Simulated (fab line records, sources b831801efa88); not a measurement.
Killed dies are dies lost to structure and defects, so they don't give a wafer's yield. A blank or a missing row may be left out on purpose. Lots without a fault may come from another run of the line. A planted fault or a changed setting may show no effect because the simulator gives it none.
One fault seen from 2 desks | flow gf180mcu | each desk has only its own numbers; what lay behind them comes last

THE TOOL OWNER'S DESK: rie_metal-02
The tool's own readings at GF_M5_METAL_ETCH_10 (etches the open film in Cl2/BCl3, stops on SiO2, target depth 627.5 nm, time 104.6 s): means of the sampled wafers that have a number, for each lot that ran on this tool. A lot is out of limits, marked OUT, if its mean lies more than 4 standard deviations from the usual mean; the brackets give that distance.
Columns: A = drypump_motor_current_A at GF_M5_METAL_ETCH_10, usual 5.7 A; B = oes_product_au at GF_M5_METAL_ETCH_10, usual 0.971 a.u.; C = throttle_valve_pct at GF_M5_METAL_ETCH_10, usual 28.252 %
lot  | first seen here | A   | B     | C
L233 | day 28 12:19    | 5.6 | 0.969 | 28.246
L235 | day 28 20:10    | 5.6 | 0.977 | 28.241
L244 | day 31 16:58    | 5.4 | 0.975 | 28.251
L245 | day 31 20:07    | 5.4 | 0.971 | 28.248
L247 | day 32 09:28    | 5.2 | 0.964 | 28.268
L249 | day 32 17:07    | 5.2 | 0.971 | 28.256
This desk's finding: nothing out of limits on any of the 6 lots.

THE METROLOGY DESK
What the gauges read, lot by lot, whatever tool the lot ran on: means of the sampled wafers that have a number. A lot is out of limits, marked OUT, if its mean lies more than 4 standard deviations from the usual mean; the brackets give that distance.
Columns: A = MIM_ALCU_RS at GF_MIM_RS_MEAS_10, usual 0.1602 ohm/sq
lot  | first seen here | A
L228 | day 24 17:56    | 0.1578
L229 | day 24 19:16    | 0.1615
L233 | day 26 19:02    | 0.1570
L235 | day 27 04:25    | 0.1592
L240 | day 29 05:12    | 0.1608
L244 | day 30 05:04    | 0.1631
L245 | day 30 08:53    | 0.1598
L246 | day 30 21:34    | 0.1592
L247 | day 30 22:44    | 0.1608
L248 | day 31 05:36    | 0.1614
L249 | day 31 08:01    | 0.1602
L250 | day 31 17:43    | 0.1605
This desk's finding: nothing out of limits on any of the 12 lots.

PUT TOGETHER
The tool owner's desk saw nothing out of limits.
The metrology desk saw nothing out of limits.

WHAT THE SIMULATOR HAD PUT IN
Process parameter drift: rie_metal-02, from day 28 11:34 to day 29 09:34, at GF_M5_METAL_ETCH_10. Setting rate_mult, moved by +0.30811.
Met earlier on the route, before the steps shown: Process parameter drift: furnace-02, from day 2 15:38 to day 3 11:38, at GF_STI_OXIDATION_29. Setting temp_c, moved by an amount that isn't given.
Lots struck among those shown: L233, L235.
